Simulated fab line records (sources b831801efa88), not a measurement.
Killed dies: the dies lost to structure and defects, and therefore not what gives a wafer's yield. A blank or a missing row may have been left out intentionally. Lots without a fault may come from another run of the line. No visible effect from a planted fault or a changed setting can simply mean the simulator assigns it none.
Which tool did it?    flow sky130    42 wafers from 14 lots sampled at 4 of the route's 708 steps

WHAT THE GAUGES SHOWED, per wafer
SKY_METAL1_OVL_MEAS_16.
lot   measured      on          METAL1_OVL (nm)
L955  day 32 22:10  overlay-01  9 11 15
L957  day 33 11:17  overlay-01  2 6 7
L960  day 34 05:16  overlay-02  10 -3 2
L961  day 34 14:09  overlay-01  13 8 3
L962  day 34 20:26  overlay-02  6 6 13
L963  day 35 03:26  overlay-02  0 3 7
L964  day 35 13:51  overlay-01  0 -3 3
L965  day 35 23:23  overlay-01  5 3 2
L972  day 38 01:02  overlay-02  5 6 8
L971  day 38 01:24  overlay-02  2 -3 13
L974  day 39 07:42  overlay-02  -7 -6 -4
L975  day 39 08:40  overlay-02  -4 0 -5
L977  day 39 09:36  overlay-01  8 10 8
L978  day 39 16:40  overlay-02  -3 -6 6

SKY_VIA1_RS_MEAS_22: measures by four-point-probe.
lot   measured      on            VIA1_W_RS (ohm/sq)
L955  day 34 02:57  filmMetro-03  0.418 0.422 0.418
L957  day 34 16:18  filmMetro-03  0.427 0.428 0.423
L960  day 35 09:58  filmMetro-01  0.409 0.423 0.412
L961  day 35 19:52  filmMetro-03  0.437 0.423 0.437
L962  day 36 01:20  filmMetro-01  0.442 0.425 0.447
L963  day 36 08:57  filmMetro-02  0.427 0.437 0.434
L964  day 36 18:26  filmMetro-01  0.439 0.424 0.441
L965  day 37 04:07  filmMetro-03  0.416 0.414 0.419
L972  day 39 05:13  filmMetro-03  0.421 0.419 0.422
L971  day 39 05:29  filmMetro-01  0.417 0.419 0.413
L974  day 40 10:53  filmMetro-01  0.416 0.414 0.417
L975  day 40 11:51  filmMetro-02  0.431 0.437 0.440
L977  day 40 14:13  filmMetro-03  0.418 0.414 0.413
L978  day 40 19:09  filmMetro-02  0.412 0.416 0.420

SKY_VIA1_THK_MEAS_23: measures by xrf.
lot   measured      on            VIA1_W_THK (nm)
L955  day 34 03:04  filmMetro-03  273 271 273
L957  day 34 16:25  filmMetro-03  268 267 272
L960  day 35 10:04  filmMetro-01  279 270 278
L961  day 35 19:58  filmMetro-03  263 271 262
L962  day 36 01:28  filmMetro-01  261 268 257
L963  day 36 09:04  filmMetro-02  263 256 259
L964  day 36 18:34  filmMetro-01  260 271 259
L965  day 37 04:14  filmMetro-03  274 276 272
L972  day 39 05:20  filmMetro-03  273 276 273
L971  day 39 05:36  filmMetro-01  276 274 277
L974  day 40 11:00  filmMetro-01  272 274 273
L975  day 40 11:57  filmMetro-02  264 259 257
L977  day 40 14:20  filmMetro-03  275 277 278
L978  day 40 19:15  filmMetro-02  275 274 270

TOOL THAT RAN EACH LOT (tool first, then ch and the chambers of the sampled wafers, then the start)
lot   SKY_VIA1_DEVELOP_11
L955  lithoTrack-03 ch 0, day 34 01:00
L957  lithoTrack-03 ch 0, day 34 15:00
L960  lithoTrack-02 ch 0, day 35 08:00
L961  lithoTrack-01 ch 0, day 35 18:00
L962  lithoTrack-01 ch 0, day 36 00:00
L963  lithoTrack-02 ch 0, day 36 07:00
L964  lithoTrack-01, day 36 17:00
L965  lithoTrack-02, day 37 02:00
L972  lithoTrack-03 ch 0, day 39 04:00
L971  lithoTrack-01 ch 0, day 39 04:00
L974  lithoTrack-03 ch 0, day 40 09:00
L975  lithoTrack-01 ch 0, day 40 10:00
L977  lithoTrack-03 ch 0, day 40 12:00
L978  lithoTrack-02 ch 0, day 40 17:00
- SKY_VIA1_DEVELOP_11: develop time 60 s.

WHAT THE TOOLS THEMSELVES READ (means of the sampled wafers that have a number; where no wafer has one, the mark that the record gives instead)
SKY_VIA1_DEVELOP_11.
lot   tool           chillPlateTempC (C)  exhaustPa (Pa)
L955  lithoTrack-03  22.93                46.2
L957  lithoTrack-03  23.06                43.4
L960  lithoTrack-02  23.06                44.3
L961  lithoTrack-01  22.95                44.4
L962  lithoTrack-01  22.98                44.2
L963  lithoTrack-02  22.96                45.8
L964  lithoTrack-01  -                    -
L965  lithoTrack-02  -                    -
L972  lithoTrack-03  23.15                44.8
L971  lithoTrack-01  23.11                45.0
L974  lithoTrack-03  22.98                44.3
L975  lithoTrack-01  22.95                44.5
L977  lithoTrack-03  23.03                44.6
L978  lithoTrack-02  22.94                44.1

THE ANSWER, worked out from the rows above alone
Rule: the lots themselves supply what counts as usual. Put in order of their means at a reading, lots are off if they are a third of the lots or fewer, leave a main group of 4 or more, and stand apart from it by a gap of 3 or more times the standard deviation of the main group's means; of several such gaps the widest counts. Not used: any main group whose means are identical at the precision the tables above print for the reading. A lot without any number at a reading at which 4 lots or more have one is off too. All remaining lots with rows at the step are treated as sound. First the gauges in route order, then the tools' own readings, where a lot's mean is used as printed above. At the first step where some lot is off, the reading lying furthest off is the one used; lots without a number count as furthest.
Off, at SKY_VIA1_DEVELOP_11 on chillPlateTempC: L964, L965. Without a number there: L964, L965. Mean 23.01 C and standard deviation 0.069 in the main group.
A tool fits if, at that step or a process step before it, it ran every lot that is off, and no sound lot after the first of them. None of those tried fits.

WHAT THE SIMULATOR HAD PUT IN
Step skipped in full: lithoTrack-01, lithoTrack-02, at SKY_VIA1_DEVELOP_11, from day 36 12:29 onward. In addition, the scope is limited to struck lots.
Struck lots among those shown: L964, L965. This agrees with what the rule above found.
